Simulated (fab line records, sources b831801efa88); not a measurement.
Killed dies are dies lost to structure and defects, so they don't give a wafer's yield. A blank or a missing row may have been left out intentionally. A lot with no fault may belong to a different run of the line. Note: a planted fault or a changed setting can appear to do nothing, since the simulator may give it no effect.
Which tool did it? + flow gf180mcu + Sampling: 15 lots, 45 wafers, 4 of 602 route steps

## WHAT THE GAUGES SHOWED, per wafer
GF_M3_RS_MEAS_05: a four-point-probe measurement.
| lot  | measured     | on            | M3_ALCU_RS (ohm/sq)  |
|------|--------------|---------------|----------------------|
| L207 | day 20 07:59 | film-metro-01 | 0.0691 0.0699 0.0693 |
| L208 | day 20 14:13 | film-metro-01 | 0.0689 0.0691 0.0689 |
| L210 | day 21 05:22 | film-metro-04 | 0.0685 0.0680 0.0685 |
| L213 | day 22 15:55 | film-metro-01 | 0.0695 0.0688 0.0688 |
| L217 | day 24 04:38 | film-metro-01 | 0.0703 0.0704 0.0703 |
| L219 | day 24 19:19 | film-metro-01 | 0.0696 0.0693 0.0709 |
| L218 | day 24 21:02 | film-metro-04 | 0.0692 0.0694 0.0699 |
| L220 | day 25 10:41 | film-metro-04 | 0.0709 0.0704 0.0703 |
| L223 | day 26 04:37 | film-metro-03 | 0.0693 0.0691 0.0688 |
| L224 | day 26 13:25 | film-metro-03 | 0.0691 0.0699 0.0693 |
| L227 | day 27 04:16 | film-metro-03 | 0.0702 0.0698 0.0695 |
| L226 | day 27 05:31 | film-metro-01 | 0.0686 0.0697 0.0693 |
| L228 | day 27 13:32 | film-metro-03 | 0.0714 0.0714 0.0716 |
| L229 | day 27 15:29 | film-metro-03 | 0.0695 0.0701 0.0700 |
| L230 | day 27 22:47 | film-metro-03 | 0.0692 0.0712 0.0694 |

GF_V3_OVL_MEAS_15.
| lot  | measured     | on         | V3_OVL (nm) |
|------|--------------|------------|-------------|
| L207 | day 22 09:25 | overlay-01 | 3 4 2       |
| L208 | day 22 14:46 | overlay-02 | 3 -5 1      |
| L210 | day 23 05:16 | overlay-01 | 1 4 6       |
| L213 | day 24 16:25 | overlay-01 | -4 -1 4     |
| L217 | day 26 00:55 | overlay-01 | 6 7 4       |
| L219 | day 26 17:52 | overlay-02 | -2 -5 7     |
| L218 | day 26 16:34 | overlay-02 | -9 0 1      |
| L220 | day 27 04:58 | overlay-01 | 5 -5 -1     |
| L223 | day 27 23:07 | overlay-02 | -3 -5 1     |
| L224 | day 28 06:04 | overlay-02 | 1 -5 0      |
| L227 | day 28 20:46 | overlay-02 | 5 -2 4      |
| L226 | day 28 21:49 | overlay-01 | 6 3 0       |
| L228 | day 29 05:15 | overlay-01 | -5 -4 -2    |
| L229 | day 29 07:07 | overlay-01 | 1 0 0       |
| L230 | day 29 15:13 | overlay-01 | -5 0 -7     |

GF_V4_BOW_MEAS_05.
| lot  | measured     | on            | V4_BOW (um) |
|------|--------------|---------------|-------------|
| L207 | day 23 11:25 | film-metro-04 | 125 139 136 |
| L208 | day 23 16:25 | film-metro-04 | 121 135 123 |
| L210 | day 24 06:44 | film-metro-02 | 134 132 127 |
| L213 | day 25 16:25 | film-metro-03 | 137 128 143 |
| L217 | day 27 00:04 | film-metro-03 | 140 143 148 |
| L219 | day 27 17:11 | film-metro-02 | 114 102 93  |
| L218 | day 27 16:35 | film-metro-02 | 101 111 97  |
| L220 | day 28 03:52 | film-metro-03 | 99 90 95    |
| L223 | day 28 21:43 | film-metro-03 | 128 137 143 |
| L224 | day 29 04:20 | film-metro-02 | 153 143 150 |
| L227 | day 29 18:25 | film-metro-02 | 150 137 134 |
| L226 | day 29 19:30 | film-metro-03 | 143 130 143 |
| L228 | day 30 02:56 | film-metro-02 | 135 131 121 |
| L229 | day 30 04:56 | film-metro-03 | 128 126 131 |
| L230 | day 30 12:14 | film-metro-03 | 132 144 139 |

## WHICH TOOL RAN EACH LOT (tool, then ch and the chambers of the sampled wafers, then the start)
| lot  | GF_V4_CVD_00                     |
|------|----------------------------------|
| L207 | hdpcvd-02 ch 0,1,2, day 23 10:50 |
| L208 | hdpcvd-02 ch 0,1,2, day 23 15:50 |
| L210 | hdpcvd-01 ch 0,1,2, day 24 06:10 |
| L213 | hdpcvd-02 ch 1,2, day 25 15:50   |
| L217 | hdpcvd-02 ch 0,1,2, day 26 23:29 |
| L219 | hdpcvd-02 ch 0,1,2, day 27 16:26 |
| L218 | hdpcvd-01 ch 0,1,2, day 27 16:01 |
| L220 | hdpcvd-02 ch 0,2, day 28 03:16   |
| L223 | hdpcvd-01 ch 0,2, day 28 20:44   |
| L224 | hdpcvd-01 ch 1,2, day 29 03:44   |
| L227 | hdpcvd-01 ch 1,2, day 29 17:50   |
| L226 | hdpcvd-02 ch 0,1,2, day 29 18:54 |
| L228 | hdpcvd-01 ch 0,1, day 30 02:06   |
| L229 | hdpcvd-01 ch 0,1,2, day 30 04:21 |
| L230 | hdpcvd-01 ch 0,1,2, day 30 11:37 |
- GF_V4_CVD_00: deposits SiO2, target thk 600 nm, time 100 s.

## WHAT THE TOOLS THEMSELVES READ (means of the sampled wafers that have a number; where no wafer has one, the mark that the record gives instead)
GF_V4_CVD_00.
| lot  | tool      | pressure-mtorr (mTorr) | run-length-s (s) |
|------|-----------|------------------------|------------------|
| L207 | hdpcvd-02 | 5.991                  | 128.0            |
| L208 | hdpcvd-02 | 5.995                  | 128.0            |
| L210 | hdpcvd-01 | 6.010                  | 128.1            |
| L213 | hdpcvd-02 | 6.006                  | 128.0            |
| L217 | hdpcvd-02 | 5.996                  | 128.2            |
| L219 | hdpcvd-02 | -                      | -                |
| L218 | hdpcvd-01 | -                      | -                |
| L220 | hdpcvd-02 | -                      | -                |
| L223 | hdpcvd-01 | 6.002                  | 127.7            |
| L224 | hdpcvd-01 | 6.007                  | 128.7            |
| L227 | hdpcvd-01 | 5.992                  | 128.4            |
| L226 | hdpcvd-02 | 6.011                  | 128.0            |
| L228 | hdpcvd-01 | 6.016                  | 128.1            |
| L229 | hdpcvd-01 | 6.003                  | 128.1            |
| L230 | hdpcvd-01 | 6.000                  | 128.2            |

## THE ANSWER, worked out from the rows above alone
Rule: what is usual is taken from the lots themselves. Put in order of their means at a reading, lots are off if they are a third of the lots or fewer, leave a main group of 4 or more, and stand apart from it by a gap of 3 or more times the standard deviation of the main group's means; of several such gaps the widest counts. The tables above print the reading to a certain number of digits; a main group whose means all agree to those digits is not used. A lot without any number at a reading at which 4 lots or more have one is off too. Where the step has rows for the other lots, those lots are counted as sound. After the gauges, taken in route order, come the tools' own readings; for these a lot's mean is taken, as printed above. At the first step where some lot is off, the reading lying furthest off is the one used; lots without a number count as furthest.
Off: L219, L218, L220, seen at GF_V4_BOW_MEAS_05 (V4_BOW). The main group: mean 136 um, standard deviation 6.3.
If a tool, at a process step before that reading, ran all the lots that are off and no sound lot after the first of them, it fits. Not tried: the gauges at GF_V4_BOW_MEAS_05; whatever is off there is also off at GF_V4_CVD_00, on other tools, and gauge error can't account for it. No candidate that was tried fits.

## WHAT HAD BEEN PUT IN BY THE SIMULATOR
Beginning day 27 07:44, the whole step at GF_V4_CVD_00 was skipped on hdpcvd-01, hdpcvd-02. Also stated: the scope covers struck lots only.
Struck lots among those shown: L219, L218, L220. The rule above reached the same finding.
